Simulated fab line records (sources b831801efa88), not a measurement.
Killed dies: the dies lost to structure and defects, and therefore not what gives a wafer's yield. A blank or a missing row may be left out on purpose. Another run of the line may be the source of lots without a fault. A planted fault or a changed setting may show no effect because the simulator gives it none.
Which tool was responsible? :: flow gf180mcu :: Sampling: 6 lots, 18 wafers, 2 of 602 route steps

## WHAT EACH GAUGE READ, for each wafer
GF_NWELL_TW_MEAS_11.
lot: L415
measured: day 3 23:38
on: film_metro-04
NWELL_TW: 1568 1573 1565

lot: L419
measured: day 4 17:56
on: film_metro-04
NWELL_TW: 1564 1565 1561

lot: L421
measured: day 5 03:20
on: film_metro-03
NWELL_TW: 1558 1573 1559

lot: L426
measured: day 6 06:44
on: film_metro-04
NWELL_TW: 1556 1567 1570

lot: L434
measured: day 8 02:50
on: film_metro-04
NWELL_TW: 3247 3248 3255

lot: L436
measured: day 8 11:26
on: film_metro-04
NWELL_TW: 1564 1564 1555

## WHICH TOOL RAN EACH LOT (tool, then ch and the chambers of the sampled wafers, then the start)
lot: L415
GF_NWELL_IMPLANT_08: implanter-04 ch 0, day 3 23:16

lot: L419
GF_NWELL_IMPLANT_08: implanter-04 ch 0, day 4 17:34

lot: L421
GF_NWELL_IMPLANT_08: implanter-03 ch 0, day 5 02:56

lot: L426
GF_NWELL_IMPLANT_08: implanter-04 ch 0, day 6 06:20

lot: L434
GF_NWELL_IMPLANT_08: implanter-04 ch 0, day 8 02:26

lot: L436
GF_NWELL_IMPLANT_08: implanter-02 ch 0, day 8 11:02
- GF_NWELL_IMPLANT_08

## THE ANSWER, worked out from the rows above alone
Rule: usual is defined by the lots themselves. The widest of any qualifying gaps counts: lots, ordered by their means at a reading, are off when they make up no more than a third of the lots, leave a main group of 4 or more, and stand apart from it by 3 or more times the standard deviation of that group's means. If all means in a main group match to the digits the tables above print for the reading, that group is not used. Also off: a lot with no number at a reading for which 4 or more lots have one. Any other lot the step has rows for is counted as sound.
Off: L434, seen at GF_NWELL_TW_MEAS_11 (NWELL_TW). Mean 1564 and standard deviation 2.5 in the main group.
A tool fits if, at a process step before that reading, it ran every lot that is off, and no sound lot after the first of them. Gauges at GF_NWELL_TW_MEAS_11: tried the same way as those tools. One candidate fits, namely implanter-04 at GF_NWELL_IMPLANT_08. A fault onset in the window from L426 (day 6 06:20, its last sound lot) to L434 (day 8 02:26, its first lot off) fits.

## WHAT HAD BEEN PUT IN BY THE SIMULATOR
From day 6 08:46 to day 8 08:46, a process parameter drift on implanter-04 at GF_NWELL_IMPLANT_08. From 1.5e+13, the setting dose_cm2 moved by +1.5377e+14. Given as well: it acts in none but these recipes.
Shown lots that were struck: L434. The same result came from the rule above.
